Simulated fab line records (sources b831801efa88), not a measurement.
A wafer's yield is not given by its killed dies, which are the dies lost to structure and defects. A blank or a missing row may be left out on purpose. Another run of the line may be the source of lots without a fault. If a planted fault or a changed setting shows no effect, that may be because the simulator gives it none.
A struck lot beside a sound one / flow gf180mcu / 35 out of 602 route steps
Sound: the wafers L613.2, L613.3, L613.4. Wafers struck: L622.2, L622.4, L622.5. The cause is given at the end.
At each step with rows: each side's tool, then ch and its chambers, then its first start. Under that, the readings that differ: sound wafers / struck wafers / difference of the means / sigmas: that difference in standard deviations of wafers without a fault.
alike: readings with means less than 2 such deviations apart, plus words and numbers identical on both sides. not compared: withheld readings, readings lacking a value on some wafer, bounds such as >300 that could conceal the same value, and numbers that have no deviation in the record and whose values overlap.
A row with sigmas, a row that says differs or no value, or rows on one side alone: a step with any of these is where the two part. When numbers do not overlap yet have no deviation, they are printed without sigmas and do not part them. Lack of a reading on every wafer of one side parts them only where that side has two or more wafers.

first, 1 step without rows for these wafers: GF_HV_LDD_IMPLANT_21.
GF_HV_LDD_STRIP_22: strips in O2/N2.
  sound on plasma-asher-01 ch 0,1, day 11 10:35; struck on plasma-asher-04 ch 0,1, day 14 10:24
  alike: drypump-motor-current-A, heater-power-w, oes-product-au, strip-time-to-endpoint-s
  not compared: rf-hours-counter-h
GF_HV_LDD_TW_MEAS_23:
  sound on film-metro-02, day 11 10:42; struck on film-metro-02, day 14 10:31
  alike: HV_LDD_2_TW
then, 7 steps without rows for these wafers: GF_HV_LDD_DEHYDRATE_24 (time 60 s); GF_HV_LDD_HMDS_25 (prime time 60 s); GF_HV_LDD_COAT_26 (resist thk 1000 nm); GF_HV_LDD_SOFTBAKE_27 (time 60 s); GF_HV_LDD_EXPOSE_28 (exposes mask Nplus HV AREA, target cd 400 nm); GF_HV_LDD_PEB_29; GF_HV_LDD_DEVELOP_30 (develop time 60 s).
GF_HV_LDD_CD_MEAS_31: the cd target is 400 nm.
  sound on cd-sem-01, day 12 05:30; struck on cd-sem-01, day 15 07:49
  alike: cd-nm
GF_HV_LDD_OVL_MEAS_32:
  sound on overlay-01, day 12 05:37; struck on overlay-02, day 15 07:55
  alike: HV_LDD_02_OVL
GF_HV_LDD_IMPLANT_33:
  sound on implanter-04 ch 0, day 12 05:40; struck on implanter-04 ch 0, day 15 08:01
reading=dose-ions-cm2; sound=7.51e+12 7.503e+12 7.5e+12; struck=6.442e+12 6.441e+12 6.433e+12; difference=-1.066e+12; sigmas=-99 or more
reading=faraday-current-uA; sound=42.2 41.7 42.1; struck=36.3 36.9 36.5; difference=-5.4; sigmas=-7
  alike: beam-energy-keV
then, 3 steps without rows for these wafers: GF_HV_LDD_IMPLANT_34; GF_HV_LDD_IMPLANT_35; GF_HV_LDD_IMPLANT_36.
GF_HV_LDD_STRIP_37: strips in O2/N2.
  sound on plasma-asher-04 ch 0,1, day 12 06:14; struck on plasma-asher-03 ch 0,1, day 15 08:35
reading=heater-power-w (W); sound=428 435 381; struck=347 307 309; difference=-94; sigmas=-2
  alike: drypump-motor-current-A, oes-product-au, strip-time-to-endpoint-s
  not compared: rf-hours-counter-h
GF_HV_LDD_TW_MEAS_38:
  sound on film-metro-04, day 12 06:21; struck on film-metro-02, day 15 08:42
  alike: HV_LDD_3_TW
then, 7 steps without rows for these wafers: GF_HV_LDD_DEHYDRATE_39 (time 60 s); GF_HV_LDD_HMDS_40 (prime time 60 s); GF_HV_LDD_COAT_41 (resist thk 1000 nm); GF_HV_LDD_SOFTBAKE_42 (time 60 s); GF_HV_LDD_EXPOSE_43 (exposes mask Pplus HV AREA, target cd 400 nm); GF_HV_LDD_PEB_44; GF_HV_LDD_DEVELOP_45 (develop time 60 s).
GF_HV_LDD_CD_MEAS_46: the cd target is 400 nm.
  sound on cd-sem-01, day 13 01:25; struck on cd-sem-02, day 16 06:59
reading=cd-nm (nm); sound=404.2 405.1 404.9; struck=397.3 400.9 399.6; difference=-5.5; sigmas=-3
GF_HV_LDD_OVL_MEAS_47:
  sound on overlay-01, day 13 01:31; struck on overlay-01, day 16 07:06
  alike: HV_LDD_03_OVL
following that, these wafers have no rows for 1 step: GF_HV_LDD_IMPLANT_48.
GF_HV_LDD_STRIP_49: strips in O2/N2.
  sound on plasma-asher-04 ch 0,1, day 13 01:42; struck on plasma-asher-01 ch 1, day 16 07:17
  alike: drypump-motor-current-A, heater-power-w, oes-product-au, strip-time-to-endpoint-s
  not compared: rf-hours-counter-h
GF_HV_LDD_TW_MEAS_50:
  sound on film-metro-02, day 13 01:49; struck on film-metro-04, day 16 07:23
  alike: HV_LDD_4_TW
then, 1 step without rows for these wafers: GF_HV_LDD_CLEAN_51 (cleans in SC1/SC2, time 150 s).
GF_HV_LDD_RTA_52: time 10 s.
  sound on rtp-anneal-01 ch 0, day 13 01:56; struck on rtp-anneal-01 ch 0, day 16 07:30
  alike: chamber-o2-ppm, lamp-power-pct, wafer_temp_C_max
GF_HV_LDD_RS_MEAS_53: uses a four-point probe to measure.
  sound on film-metro-04, day 13 02:00; struck on film-metro-04, day 16 07:35
reading=HV_LDD_RS (ohm/sq); sound=418.4 418.3 418.2; struck=422.5 421.1 422.2; difference=+3.6; sigmas=+4
then, 1 step without rows for these wafers: GF_HV_LDD_CVD_54 (deposits SiO2 from TEOS, target thk 10 nm, time 75 s).
-- a jump in the record: the struck wafers' starts before and after are 16 days apart (it breaks off in module HV_LDD and resumes in module PASSIVATION, where the first step shown is number 602 of the route) --
GF_PASSIVATION_PROBE_99:
  record: rows for the struck wafers here (prober-02, day 32 12:17), none for the sound ones

## WHERE THEY PART
Last at GF_PASSIVATION_PROBE_99 as far as this record goes, first at GF_HV_LDD_IMPLANT_33.

WHY: what had been put in by the simulator
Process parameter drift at GF_HV_LDD_IMPLANT_33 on implanter-04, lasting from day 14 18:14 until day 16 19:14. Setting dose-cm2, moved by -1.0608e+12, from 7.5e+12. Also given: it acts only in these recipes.
